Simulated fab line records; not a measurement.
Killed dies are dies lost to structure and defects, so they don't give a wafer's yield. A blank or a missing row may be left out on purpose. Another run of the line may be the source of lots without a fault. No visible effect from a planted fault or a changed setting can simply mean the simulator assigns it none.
A single fault, viewed from 2 desks    flow sky130    numbers are kept per desk, each desk with only its own; the story behind them comes last

## FOR THE TOOL OWNER'S DESK: plasma-asher-01
The tool's own readings at SKY_VIA4_STRIP_13 (strips in O2/N2): means of the sampled wafers that have a number, for each lot that ran on this tool. Marked OUT: a lot whose mean sits more than 4 standard deviations from the usual mean, which makes it out of limits; the brackets give that distance.
Columns: A = drypump-motor-current-A at SKY_VIA4_STRIP_13, usual 5.4 A; B = oes-product-au at SKY_VIA4_STRIP_13, usual 0.710 a.u.; C = strip-time-to-endpoint-s at SKY_VIA4_STRIP_13, usual 12.79 s
lot   first seen here  A    B      C
L471  day 42 20:40     5.4  0.713  12.81
L475  day 44 04:08     5.1  0.710  12.77
L480  day 46 09:30     5.3  0.711  12.81
L488  day 47 03:10     5.3  0.708  12.75
L489  day 47 14:33     5.3  0.705  12.79
This desk's verdict: no lot among the 5 shows anything out of limits.

## THE METROLOGY DESK
Means of the sampled wafers that have a number, per lot and without regard to the tool the lot ran on: this is what the gauges read. Marked OUT: a lot whose mean sits more than 4 standard deviations from the usual mean, which makes it out of limits; the brackets give that distance.
Columns: A = PASSIVATION_CVD_00_THK at SKY_PASSIVATION_THK_MEAS_01, usual 90.3 nm
lot   first seen here  A
L471  day 43 22:58     89.7
L472  day 43 23:11     89.7
L475  day 45 04:43     91.3
L474  day 45 08:50     90.9
L478  day 47 04:39     90.9
L476  day 47 05:44     91.1
L480  day 47 07:16     91.2
L477  day 47 09:40     89.5
L488  day 48 01:28     91.2
L489  day 48 13:50     88.9
L490  day 48 15:11     90.4
L493  day 49 21:35     91.0
This desk's verdict: no lot among the 12 shows anything out of limits.

## PUT TOGETHER
Nothing out of limits was seen by the tool owner's desk.
From the metrology desk's view, nothing was out of limits.

## WHAT THE SIMULATOR HAD INSERTED
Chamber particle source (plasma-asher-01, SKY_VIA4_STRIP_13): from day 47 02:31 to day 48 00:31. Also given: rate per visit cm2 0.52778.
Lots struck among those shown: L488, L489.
